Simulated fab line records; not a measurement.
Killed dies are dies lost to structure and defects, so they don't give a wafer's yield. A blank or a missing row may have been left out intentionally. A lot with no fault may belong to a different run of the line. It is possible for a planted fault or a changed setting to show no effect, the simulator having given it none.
Which tool is to blame? :: flow sky130 :: 6 lots with 17 wafers sampled at 2 steps, on a route of 708 steps

== WHAT EACH GAUGE READ, for each wafer ==
SKY_VIA4_THK_MEAS_01.
lot: L262
measured: day 43 01:19
on: filmMetro-02
VIA4_HDPCVD_THK (nm): 1745 1753 1747

lot: L265
measured: day 44 06:08
on: filmMetro-02
VIA4_HDPCVD_THK (nm): 1769 1778 1780

lot: L267
measured: day 44 18:17
on: filmMetro-02
VIA4_HDPCVD_THK (nm): 1775 1754 1740

lot: L274
measured: day 46 08:44
on: filmMetro-01
VIA4_HDPCVD_THK (nm): 1917 1896

lot: L278
measured: day 47 10:27
on: filmMetro-01
VIA4_HDPCVD_THK (nm): 1755 1741 1754

lot: L280
measured: day 47 18:03
on: filmMetro-02
VIA4_HDPCVD_THK (nm): 1743 1757 1768

== TOOL THAT RAN EACH LOT (tool first, then ch and the chambers of the sampled wafers, then the start) ==
lot: L262
SKY_VIA4_HDPCVD_00: hdpcvd-01 ch 1,2, day 43 01:08

lot: L265
SKY_VIA4_HDPCVD_00: hdpcvd-01 ch 0,1,2, day 44 06:01

lot: L267
SKY_VIA4_HDPCVD_00: hdpcvd-01 ch 0,1, day 44 18:05

lot: L274
SKY_VIA4_HDPCVD_00: hdpcvd-02 ch 1, day 46 08:33

lot: L278
SKY_VIA4_HDPCVD_00: hdpcvd-01 ch 0,2, day 47 10:15

lot: L280
SKY_VIA4_HDPCVD_00: hdpcvd-01 ch 0,1,2, day 47 17:52
- SKY_VIA4_HDPCVD_00: deposits SiO2, target thk 1750 nm, time 291.7 s.

== THE ANSWER, worked out from the rows above alone ==
Rule: what is usual is taken from the lots themselves. Put in order of their means at a reading, lots are off if they are a third of the lots or fewer, leave a main group of 4 or more, and stand apart from it by a gap of 3 or more times the standard deviation of the main group's means; of several such gaps the widest counts. Not used: any main group whose means are identical at the precision the tables above print for the reading. Also off: a lot with no number at a reading for which 4 or more lots have one. All remaining lots with rows at the step are treated as sound.
Off: L274, seen at SKY_VIA4_THK_MEAS_01 (VIA4_HDPCVD_THK). The main group: mean 1757 nm, standard deviation 9.7.
If a tool, at a process step before that reading, ran all the lots that are off and no sound lot after the first of them, it fits. The gauges at SKY_VIA4_THK_MEAS_01 are tried like those tools. One candidate fits, namely hdpcvd-02 at SKY_VIA4_HDPCVD_00. It ran no sound lot before its first lot that is off in this sample, so the start can't be narrowed down.

== WHAT THE SIMULATOR PUT IN ==
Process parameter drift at SKY_VIA4_HDPCVD_00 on hdpcvd-02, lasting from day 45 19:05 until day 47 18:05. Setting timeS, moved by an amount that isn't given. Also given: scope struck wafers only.
Shown lots that were struck: L274. The rule given above showed the same thing.
